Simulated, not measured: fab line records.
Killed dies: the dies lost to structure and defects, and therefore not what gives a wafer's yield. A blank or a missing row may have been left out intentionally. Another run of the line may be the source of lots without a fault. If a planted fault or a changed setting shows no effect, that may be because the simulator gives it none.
A struck lot beside a sound one || flow sky130 || 17 out of 708 route steps
Sound: wafers L181.1, L181.2, L181.3. Struck: wafers L186.1, L186.2, L186.4. The cause is named last.
Per side, at each step with rows, come the tool, then ch with its chambers, and then its first start. Under that, the readings that differ: sound wafers || struck wafers || difference of the means || sigmas: that difference in standard deviations of wafers without a fault.
alike: readings whose means differ by less than 2 such deviations, and words and numbers that are the same on both sides. not compared: withheld readings, readings that some wafer has no value for, bounds like >300 that may hide the same value, and numbers for which the record gives no deviation and whose values overlap.
The two part at a step that has a row with sigmas, a row that says differs or no value, or rows on one side only. Non-overlapping numbers with no deviation appear without sigmas and do not part them. A reading that every wafer of one side lacks parts them only if that side has two wafers or more.

SKY_LDD_P_OVL_MEAS_08:
  sound on overlay-01 at day 20 18:55; struck on overlay-01 at day 22 11:30
  alike: LDD_P_OVL
next, for these wafers, 1 step has no rows: SKY_LDD_P_IMPLANT_09.
SKY_LDD_P_STRIP_10: strips in O2/N2.
  sound on plasmaAsher-04 ch 0,1, day 20 19:06; struck on plasmaAsher-01 ch 0,1, day 22 11:41
  alike: drypumpMotorCurrentA, oesProductAu, stripTimeToEndpointS
  not compared: rfHoursCounterH
SKY_LDD_P_TW_MEAS_11:
  sound on filmMetro-01 at day 20 19:12; struck on filmMetro-01 at day 22 11:47
  alike: LDD_P_TW
then, 7 steps without rows for these wafers: SKY_LDD_HVN_DEHYDRATE_00 (time 60 s); SKY_LDD_HVN_HMDS_01 (prime time 60 s); SKY_LDD_HVN_COAT_02 (resist thk 300 nm); SKY_LDD_HVN_SOFTBAKE_03 (time 60 s); SKY_LDD_HVN_EXPOSE_04 (exposes mask HVNTM, target cd 700 nm); SKY_LDD_HVN_PEB_05; SKY_LDD_HVN_DEVELOP_06 (develop time 60 s).
SKY_LDD_HVN_OVL_MEAS_07:
  sound on overlay-01 at day 22 02:16; struck on overlay-02 at day 23 17:37
  alike: LDD_HVN_OVL
SKY_LDD_HVN_IMPLANT_08:
  sound on implanter-03 ch 0, day 22 02:19; struck on implanter-02 ch 0, day 23 17:40
{"reading": "tiltDeg (degrees)", "sound": "40.033 39.966 40.013", "struck": "0.051 0.035 0.017", "difference": -39.970, "sigmas": "-99 or more"}
  alike: beamOnS
SKY_LDD_HVN_STRIP_09: strips in O2/N2.
  sound on plasmaAsher-03 ch 0,1, day 22 02:28; struck on plasmaAsher-01 ch 0,1, day 23 17:49
  alike: drypumpMotorCurrentA, oesProductAu, stripTimeToEndpointS
  not compared: rfHoursCounterH
SKY_LDD_HVN_TW_MEAS_10:
  sound on filmMetro-02 at day 22 02:34; struck on filmMetro-03 at day 23 17:55
{"reading": "LDD_HVN_TW", "sound": "1434 1437 1441", "struck": "1278 1278 1283", "difference": -158, "sigmas": -16}
then, 1 step without rows for these wafers: SKY_LDD_HVP_DEHYDRATE_00 (time 60 s).
-- the record jumps here: 24 days lie between the struck wafers' starts before and after (it left off in module LDD_HVP and takes up again in module PAD_OPEN, whose first step shown is number 708 of the route) --
SKY_PAD_OPEN_PROBE_99:
  sound on prober-02 at day 46 22:07; struck on prober-01 at day 48 01:22
{"reading": "killedOpen", "sound": "46 34 52", "struck": "55 64 57", "difference": "+15", "sigmas": "+2"}
{"reading": "model.etest.tip_n_5v.rsOhmSq", "sound": "1404 1400 1397", "struck": "983.3 988.5 983.1", "difference": -415.4, "sigmas": ""}
{"reading": "model.etest.nfetG5v0d10v5.rOnOhmUm", "sound": "1901 1878 1910", "struck": "1814 1821 1799", "difference": -85, "sigmas": ""}
{"reading": "model.etest.nfetG5v0d10v5.driveUaUm", "sound": "598.9 605.9 599.5", "struck": "617.2 626.7 625.6", "difference": "+21.7", "sigmas": ""}
{"reading": "model.etest.nfet_05v0_nvt.driveUaUm", "sound": "570.3 577.4 573.4", "struck": "579.1 584 588.6", "difference": "+10.2", "sigmas": ""}
{"reading": "model.etest.resNdiffHv.rsOhmSq", "sound": "114.8 113.9 113.8", "struck": "111.5 110 111.8", "difference": -3.1, "sigmas": ""}
{"reading": "model.etest.nfetG5v0d10v5.vtSatV (V)", "sound": "0.7713 0.7679 0.7603", "struck": "0.7389 0.7364 0.7435", "difference": -0.0269, "sigmas": ""}
  alike: killed_at_M0_to_M3, killed_at_M4_up, killedAtContacts, killedAtFrontEnd, killedAtOther, killedDies, killedShort
  not compared: model.etest.tip_n_5v.rsOhmSqRange, model.etest.ring_5v.delayPs

WHERE THEY PART
At SKY_LDD_HVN_IMPLANT_08 first; at SKY_PAD_OPEN_PROBE_99 last (within this record only).

WHY: the cause the simulator had injected
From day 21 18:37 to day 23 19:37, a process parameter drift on implanter-02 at SKY_LDD_HVN_IMPLANT_08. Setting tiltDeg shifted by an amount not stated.
